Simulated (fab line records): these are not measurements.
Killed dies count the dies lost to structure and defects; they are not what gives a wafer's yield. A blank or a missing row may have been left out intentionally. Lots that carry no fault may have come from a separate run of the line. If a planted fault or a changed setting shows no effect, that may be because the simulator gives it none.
Problem report in the 8D (eight disciplines) form, filled by code | flow sky130 | the parts of the form that need people (team, actions taken, sign-off) are left out

## 1. THE PROBLEM
NWELL_RS at SKY_NWELL_RS_MEAS_29 reads a mean of 643.1 ohm/sq on 6 wafers of 2 lots; wafers without a fault read 624.9 ohm/sq with a standard deviation of 1.3. That is +14 standard deviations from the usual mean.
The step: measures by four-point-probe.
The first sign was on wafer L937.4 at day 7 22:40, on filmMetro-03. Wafers with a number at this step in the record: 36, from 12 lots. Rule for "out", or "out of limits": more than 4 standard deviations from the usual mean. All remaining wafers that have a number are taken as sound.

## 2. WHAT IT IS AND WHAT IT IS NOT
question                    | is                     | is not
which readings at this step | NWELL_RS               | -
which lots                  | L937, L939             | L930, L931, L934, L936, L943, L944, L946, L947, L948, L949
which wafers of those lots  | all that have a number | -
read on which gauges        | filmMetro-03           | filmMetro-01, filmMetro-04
when                        | from day 7 22:40       | up to then (12 sound wafers); but 18 sound wafers of L943, L944, L946, L947, L948, L949 came after

## 3. SUSPECTS, AND WHAT RULES EACH OUT
Counting: a tool at a process step up to the reading stays a suspect if it ran every lot that is out and no sound lot after the first of them.
- the gauge at SKY_NWELL_RS_MEAS_29: ruled out. All the wafers that are out were read on filmMetro-03, but those of them that SKY_NWELL_IMPLANT_13 has rows for are out there too, on other tools.
- implanter-01 at SKY_NWELL_IMPLANT_13: kept. All lots that are out passed through it, beginning with L937 at day 7 02:54, and no sound lot followed; its final sound lot before that point was L931 at day 5 14:24. Its own readings are out on those wafers: doseIonsCm2, faradayCurrentUA.
Remaining after the count: implanter-01 at SKY_NWELL_IMPLANT_13.

## 4. THE CAUSE (what the simulator had put in)
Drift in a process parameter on implanter-01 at SKY_NWELL_IMPLANT_13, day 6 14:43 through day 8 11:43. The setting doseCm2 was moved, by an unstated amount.
This tool alone remained once counting was done.

## 5. THE CHAIN OF EFFECTS, in route order
Each row: a reading whose mean over the struck wafers that have a number lies more than 3 standard deviations from the usual. Only readings for which the record gives a usual standard deviation are gone through. hours: the time from each lot's start at the first step in this table that gives one to its start at this step, as a median over the lots. sigmas: the change in usual standard deviations.
hours | step                 | reading          | usual        | on struck wafers | change | sigmas
0     | SKY_NWELL_IMPLANT_13 | doseIonsCm2      | 7e+11        | 2e+11            | -5e+11 | -99 or more
0     | SKY_NWELL_IMPLANT_13 | faradayCurrentUA | 3.95         | 1.03             | -2.92  | -40
20    | SKY_NWELL_RS_MEAS_29 | NWELL_RS         | 624.9 ohm/sq | 643.1            | +18.2  | +14
Its process steps:
- SKY_NWELL_IMPLANT_13
Later steps that measure or inspect, where all struck wafers having a row at the step show a number for every such reading and not one has moved that far: SKY_VIA2_OVL_MEAS_13.

## 6. WHAT WOULD HAVE CAUGHT IT SOONER
32 hours passed between the start of the fault at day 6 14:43 and the first reading out of limits at a measuring or inspecting step in this record, taken at day 7 22:40.
The tool's own readings at SKY_NWELL_IMPLANT_13 were out on every struck wafer that the step has a row for (doseIonsCm2, faradayCurrentUA): an alarm limit on them would have fired on the first of those.
By day 7 22:40, every lot that is out (2) had started SKY_NWELL_IMPLANT_13 on implanter-01. None of them would have been spared by holding the tool at that moment.
